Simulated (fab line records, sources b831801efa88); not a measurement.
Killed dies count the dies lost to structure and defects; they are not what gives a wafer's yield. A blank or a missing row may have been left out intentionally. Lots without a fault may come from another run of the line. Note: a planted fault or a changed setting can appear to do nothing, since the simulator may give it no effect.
Which tool was responsible? :: flow gf180mcu :: Sampling: 11 lots, 33 wafers, 2 of 602 route steps

WHAT THE GAUGES READ, wafer by wafer
GF_LVPWELL_OVL_MEAS_07.
lot: L557
measured: day 3 21:15
on: overlay-02
LVPWELL_OVL (nm): 0.0 -0.4 -0.8

lot: L558
measured: day 4 02:20
on: overlay-02
LVPWELL_OVL (nm): -1.8 -1.2 -1.2

lot: L561
measured: day 4 19:05
on: overlay-01
LVPWELL_OVL (nm): 1.0 -0.3 -1.0

lot: L564
measured: day 5 11:23
on: overlay-02
LVPWELL_OVL (nm): 1.9 1.5 1.5

lot: L568
measured: day 6 11:45
on: overlay-01
LVPWELL_OVL (nm): -1.1 -0.8 0.1

lot: L570
measured: day 6 21:48
on: overlay-01
LVPWELL_OVL (nm): 1.0 0.4 1.7

lot: L572
measured: day 7 09:35
on: overlay-01
LVPWELL_OVL (nm): - - -

lot: L577
measured: day 8 13:59
on: overlay-01
LVPWELL_OVL (nm): 2.0 -0.4 1.3

lot: L578
measured: day 8 17:50
on: overlay-01
LVPWELL_OVL (nm): -0.2 0.6 -1.5

lot: L579
measured: day 9 01:13
on: overlay-02
LVPWELL_OVL (nm): -2.0 -0.5 1.2

lot: L580
measured: day 9 06:57
on: overlay-01
LVPWELL_OVL (nm): -1.6 -1.5 -1.4

TOOL THAT RAN EACH LOT (tool first, then ch and the chambers of the sampled wafers, then the start)
lot: L557
GF_LVPWELL_EXPOSE_04: iline_stepper-01 ch 0, day 3 14:39

lot: L558
GF_LVPWELL_EXPOSE_04: iline_stepper-02 ch 0, day 3 20:12

lot: L561
GF_LVPWELL_EXPOSE_04: iline_stepper-01 ch 0, day 4 12:55

lot: L564
GF_LVPWELL_EXPOSE_04: iline_stepper-01 ch 0, day 5 04:41

lot: L568
GF_LVPWELL_EXPOSE_04: iline_stepper-01 ch 0, day 6 04:20

lot: L570
GF_LVPWELL_EXPOSE_04: iline_stepper-02 ch 0, day 6 14:37

lot: L572
GF_LVPWELL_EXPOSE_04: iline_stepper-02 ch 0, day 7 01:55

lot: L577
GF_LVPWELL_EXPOSE_04: iline_stepper-01 ch 0, day 8 05:40

lot: L578
GF_LVPWELL_EXPOSE_04: iline_stepper-01 ch 0, day 8 09:36

lot: L579
GF_LVPWELL_EXPOSE_04: iline_stepper-01 ch 0, day 8 16:58

lot: L580
GF_LVPWELL_EXPOSE_04: iline_stepper-02 ch 0, day 8 22:43
- GF_LVPWELL_EXPOSE_04: exposes mask LVPWELL, target cd 600 nm.

THE ANSWER, worked out from the rows above alone
Rule: the usual values come from the lots themselves. The widest of any qualifying gaps counts: lots, ordered by their means at a reading, are off when they make up no more than a third of the lots, leave a main group of 4 or more, and stand apart from it by 3 or more times the standard deviation of that group's means. Not used: any main group whose means are identical at the precision the tables above print for the reading. Also off: a lot with no number at a reading for which 4 or more lots have one. Any other lot the step has rows for is counted as sound.
Off: at GF_LVPWELL_OVL_MEAS_07 (LVPWELL_OVL), L572. Without a number there: L572. Main group: mean -0.1 nm, sd 0.98.
If a tool, at a process step before that reading, ran all the lots that are off and no sound lot after the first of them, it fits. The gauges at GF_LVPWELL_OVL_MEAS_07 are tried like those tools. None of those tried fits.

WHAT THE SIMULATOR HAD INSERTED
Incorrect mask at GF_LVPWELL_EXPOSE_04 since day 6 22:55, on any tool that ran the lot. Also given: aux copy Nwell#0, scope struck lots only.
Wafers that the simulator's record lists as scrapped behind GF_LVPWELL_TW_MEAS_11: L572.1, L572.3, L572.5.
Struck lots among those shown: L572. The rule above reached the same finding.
